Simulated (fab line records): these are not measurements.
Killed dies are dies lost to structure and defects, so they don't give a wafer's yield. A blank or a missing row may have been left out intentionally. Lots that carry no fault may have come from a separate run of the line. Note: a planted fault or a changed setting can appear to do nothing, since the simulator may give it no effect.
Which tool was responsible? || flow gf180mcu || 12 lots, 36 wafers sampled, at 4 steps of a route of 602

== WHAT THE GAUGES SHOWED, per wafer ==
GF_V3_CD_MEAS_14 targets a cd of 260 nm.
{"lot": "L353", "measured": "day 22 11:58", "on": "cdSem-02", "cdNm (nm)": "259.8 258.5 259.6"}
{"lot": "L355", "measured": "day 23 05:20", "on": "cdSem-01", "cdNm (nm)": "260.2 260.6 260.9"}
{"lot": "L356", "measured": "day 23 14:01", "on": "cdSem-01", "cdNm (nm)": "261.6 262.3 261.8"}
{"lot": "L357", "measured": "day 23 17:20", "on": "cdSem-02", "cdNm (nm)": "260.7 260.1 259.3"}
{"lot": "L361", "measured": "day 25 05:35", "on": "cdSem-02", "cdNm (nm)": "260.1 259.7 260.2"}
{"lot": "L363", "measured": "day 25 21:55", "on": "cdSem-02", "cdNm (nm)": "259.8 261.1 260.3"}
{"lot": "L364", "measured": "day 26 11:28", "on": "cdSem-01", "cdNm (nm)": "262.4 261.9 260.9"}
{"lot": "L365", "measured": "day 26 16:01", "on": "cdSem-01", "cdNm (nm)": "259.0 259.8 259.3"}
{"lot": "L368", "measured": "day 27 09:55", "on": "cdSem-02", "cdNm (nm)": "261.6 260.4 261.0"}
{"lot": "L369", "measured": "day 27 16:42", "on": "cdSem-01", "cdNm (nm)": "260.9 259.7 262.0"}
{"lot": "L370", "measured": "day 28 05:44", "on": "cdSem-01", "cdNm (nm)": "262.3 261.6 263.1"}
{"lot": "L371", "measured": "day 28 09:07", "on": "cdSem-02", "cdNm (nm)": "258.8 259.0 257.9"}

GF_M5_OVL_MEAS_08.
{"lot": "L353", "measured": "day 26 07:26", "on": "overlay-02", "M5_OVL (nm)": "0 -3 -2"}
{"lot": "L355", "measured": "day 26 23:45", "on": "overlay-02", "M5_OVL (nm)": "0 2 -6"}
{"lot": "L356", "measured": "day 27 08:59", "on": "overlay-01", "M5_OVL (nm)": "-6 -8 2"}
{"lot": "L357", "measured": "day 27 10:20", "on": "overlay-01", "M5_OVL (nm)": "-6 3 -9"}
{"lot": "L361", "measured": "day 28 19:47", "on": "overlay-01", "M5_OVL (nm)": "-7 1 1"}
{"lot": "L363", "measured": "day 29 10:15", "on": "overlay-01", "M5_OVL (nm)": "-10 -2 -8"}
{"lot": "L364", "measured": "day 29 23:45", "on": "overlay-02", "M5_OVL (nm)": "5 0 10"}
{"lot": "L365", "measured": "day 30 03:56", "on": "overlay-02", "M5_OVL (nm)": "-16 -5 -6"}
{"lot": "L368", "measured": "day 30 19:36", "on": "overlay-01", "M5_OVL (nm)": "15 5 11"}
{"lot": "L369", "measured": "day 31 01:37", "on": "overlay-01", "M5_OVL (nm)": "-8 -2 -4"}
{"lot": "L370", "measured": "day 31 12:38", "on": "overlay-01", "M5_OVL (nm)": "49 43 40 47 40 39"}
{"lot": "L371", "measured": "day 31 15:58", "on": "overlay-01", "M5_OVL (nm)": "46 44 44 42 43 41"}

== WHAT TOOL EACH LOT RAN ON (gives the tool, then ch and the chambers of the sampled wafers, and finally the start) ==
{"lot": "L353", "GF_V4_SPUTTER_21": "pvdSputter-01, day 24 11:52", "GF_M5_EXPOSE_04": "krfScanner-01 ch 0, day 25 21:09"}
{"lot": "L355", "GF_V4_SPUTTER_21": "pvdSputter-03, day 25 04:39", "GF_M5_EXPOSE_04": "krfScanner-01 ch 0, day 26 13:58"}
{"lot": "L356", "GF_V4_SPUTTER_21": "pvdSputter-01, day 25 13:43", "GF_M5_EXPOSE_04": "krfScanner-01 ch 0, day 26 22:31"}
{"lot": "L357", "GF_V4_SPUTTER_21": "pvdSputter-01, day 25 16:55", "GF_M5_EXPOSE_04": "krfScanner-02 ch 0, day 27 01:01"}
{"lot": "L361", "GF_V4_SPUTTER_21": "pvdSputter-01, day 27 03:04", "GF_M5_EXPOSE_04": "krfScanner-02 ch 0, day 28 10:02"}
{"lot": "L363", "GF_V4_SPUTTER_21": "pvdSputter-01, day 27 19:17", "GF_M5_EXPOSE_04": "krfScanner-01 ch 0, day 29 01:43"}
{"lot": "L364", "GF_V4_SPUTTER_21": "pvdSputter-01, day 28 07:35", "GF_M5_EXPOSE_04": "krfScanner-01 ch 0, day 29 13:58"}
{"lot": "L365", "GF_V4_SPUTTER_21": "pvdSputter-01, day 28 11:35", "GF_M5_EXPOSE_04": "krfScanner-01 ch 0, day 29 18:25"}
{"lot": "L368", "GF_V4_SPUTTER_21": "pvdSputter-02, day 29 05:23", "GF_M5_EXPOSE_04": "krfScanner-02 ch 0, day 30 10:15"}
{"lot": "L369", "GF_V4_SPUTTER_21": "pvdSputter-03, day 29 11:20", "GF_M5_EXPOSE_04": "krfScanner-02 ch 0, day 30 16:43"}
{"lot": "L370", "GF_V4_SPUTTER_21": "pvdSputter-03, day 29 23:23", "GF_M5_EXPOSE_04": "krfScanner-02 ch 0, day 31 03:49"}
{"lot": "L371", "GF_V4_SPUTTER_21": "pvdSputter-01, day 30 02:50", "GF_M5_EXPOSE_04": "krfScanner-02 ch 0, day 31 07:10"}
- GF_V4_SPUTTER_21: material Ti, target thk 15 nm, time 80.02 s.
- GF_M5_EXPOSE_04: exposes mask Metal5, target cd 280 nm.

== WHAT THE TOOLS THEMSELVES READ (means of the sampled wafers that have a number; where no wafer has one, the mark that the record gives instead) ==
GF_V4_SPUTTER_21.
{"lot": "L353", "tool": "pvdSputter-01", "throttleValvePct (%)": 30.7}
{"lot": "L355", "tool": "pvdSputter-03", "throttleValvePct (%)": 30.8}
{"lot": "L356", "tool": "pvdSputter-01", "throttleValvePct (%)": 29.4}
{"lot": "L357", "tool": "pvdSputter-01", "throttleValvePct (%)": 30.6}
{"lot": "L361", "tool": "pvdSputter-01", "throttleValvePct (%)": 30.9}
{"lot": "L363", "tool": "pvdSputter-01", "throttleValvePct (%)": 29.5}
{"lot": "L364", "tool": "pvdSputter-01", "throttleValvePct (%)": 31.0}
{"lot": "L365", "tool": "pvdSputter-01", "throttleValvePct (%)": 30.4}
{"lot": "L368", "tool": "pvdSputter-02", "throttleValvePct (%)": 30.1}
{"lot": "L369", "tool": "pvdSputter-03", "throttleValvePct (%)": 31.5}
{"lot": "L370", "tool": "pvdSputter-03", "throttleValvePct (%)": 32.1}
{"lot": "L371", "tool": "pvdSputter-01", "throttleValvePct (%)": 30.4}

GF_M5_EXPOSE_04.
{"lot": "L353", "tool": "krfScanner-01", "focusOffsetNm (nm)": -0.8}
{"lot": "L355", "tool": "krfScanner-01", "focusOffsetNm (nm)": 0.2}
{"lot": "L356", "tool": "krfScanner-01", "focusOffsetNm (nm)": -0.4}
{"lot": "L357", "tool": "krfScanner-02", "focusOffsetNm (nm)": -0.2}
{"lot": "L361", "tool": "krfScanner-02", "focusOffsetNm (nm)": 0.2}
{"lot": "L363", "tool": "krfScanner-01", "focusOffsetNm (nm)": -0.1}
{"lot": "L364", "tool": "krfScanner-01", "focusOffsetNm (nm)": -0.2}
{"lot": "L365", "tool": "krfScanner-01", "focusOffsetNm (nm)": 0.4}
{"lot": "L368", "tool": "krfScanner-02", "focusOffsetNm (nm)": -0.1}
{"lot": "L369", "tool": "krfScanner-02", "focusOffsetNm (nm)": 0.2}
{"lot": "L370", "tool": "krfScanner-02", "focusOffsetNm (nm)": -0.7}
{"lot": "L371", "tool": "krfScanner-02", "focusOffsetNm (nm)": 0.2}

== THE ANSWER, worked out from the rows above alone ==
Rule: usual is defined by the lots themselves. Put in order of their means at a reading, lots are off if they are a third of the lots or fewer, leave a main group of 4 or more, and stand apart from it by a gap of 3 or more times the standard deviation of the main group's means; of several such gaps the widest counts. Not used: any main group whose means are identical at the precision the tables above print for the reading. Also off: a lot with no number at a reading for which 4 or more lots have one. The other lots that the step has rows for count as sound. The gauges are gone through in route order, then the tools' own readings, and for those a lot's mean is taken as printed above. At the first step where some lot is off, the reading lying furthest off is the one used; lots without a number count as furthest.
Off: L370, L371, seen at GF_M5_OVL_MEAS_08 (M5_OVL). The main group: mean -2 nm, standard deviation 5.4.
A tool fits if, at a process step before that reading, it ran every lot that is off, and no sound lot after the first of them. Those tools and the gauges at GF_M5_OVL_MEAS_08 are tried in the same way. This does not decide it: 2 tools fit, namely krfScanner-02 at GF_M5_EXPOSE_04 and overlay-01 at GF_M5_OVL_MEAS_08.

== WHAT HAD BEEN PUT IN BY THE SIMULATOR ==
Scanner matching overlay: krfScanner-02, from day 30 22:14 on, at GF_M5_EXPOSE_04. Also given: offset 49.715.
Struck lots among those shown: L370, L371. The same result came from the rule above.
